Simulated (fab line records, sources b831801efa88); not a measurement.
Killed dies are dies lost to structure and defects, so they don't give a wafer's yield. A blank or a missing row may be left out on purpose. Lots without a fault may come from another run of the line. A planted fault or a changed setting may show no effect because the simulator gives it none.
Chamber matching | flow sky130 | SKY_LI_CONTACT_ETCH_14 on rie_diel-04: 4 sister chambers
The step etches BARC in N2/H2, stops on SiO2, time 45.9 s, target depth 60 nm. 4 wafers are shown with their chamber, then 8 later ones without.

WAFERS WITH THEIR CHAMBER
wafer  | chamber | drypump_motor_current_A (A)
L087.5 | 1       | 5.0
L095.1 | 0       | 5.4
L095.3 | 3       | 5.0
L096.1 | 2       | 5.4

WAFERS WITHOUT THEIR CHAMBER
wafer  | drypump_motor_current_A (A)
L096.2 | 5.0
L096.3 | 5.0
L096.4 | 5.5
L096.5 | 5.1
L096.6 | 5.4
L097.1 | 5.0
L097.3 | 5.0
L097.4 | 5.5

WHICH CHAMBER EACH WENT THROUGH
wafer  | from the rows above     | in truth
L096.2 | can't be placed: 1 or 3 | 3
L096.3 | can't be placed: 1 or 3 | 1
L096.4 | can't be placed: 0 or 2 | 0
L096.5 | can't be placed: 1 or 3 | 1
L096.6 | can't be placed: 0 or 2 | 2
L097.1 | can't be placed: 1 or 3 | 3
L097.3 | can't be placed: 1 or 3 | 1
L097.4 | can't be placed: 0 or 2 | 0
Placed correctly: 0 of 8. Can't be placed from these rows: 8 (the true chamber is among the candidates in 8). Placed wrongly: 0.
How it was worked out, from the rows above alone: a wafer's distance from a chamber is the root of the sum, over the readings, of the square of ((its reading less the chamber's mean) divided by the reading's scatter). The wafer belongs to the nearest chamber; if the next one is less than 2 further off, it can't be placed. A chamber's mean is the mean of its shown wafers. The scatter: with one shown wafer a chamber, the root of the mean of the squares of how far each hidden wafer lies from its nearest shown one.
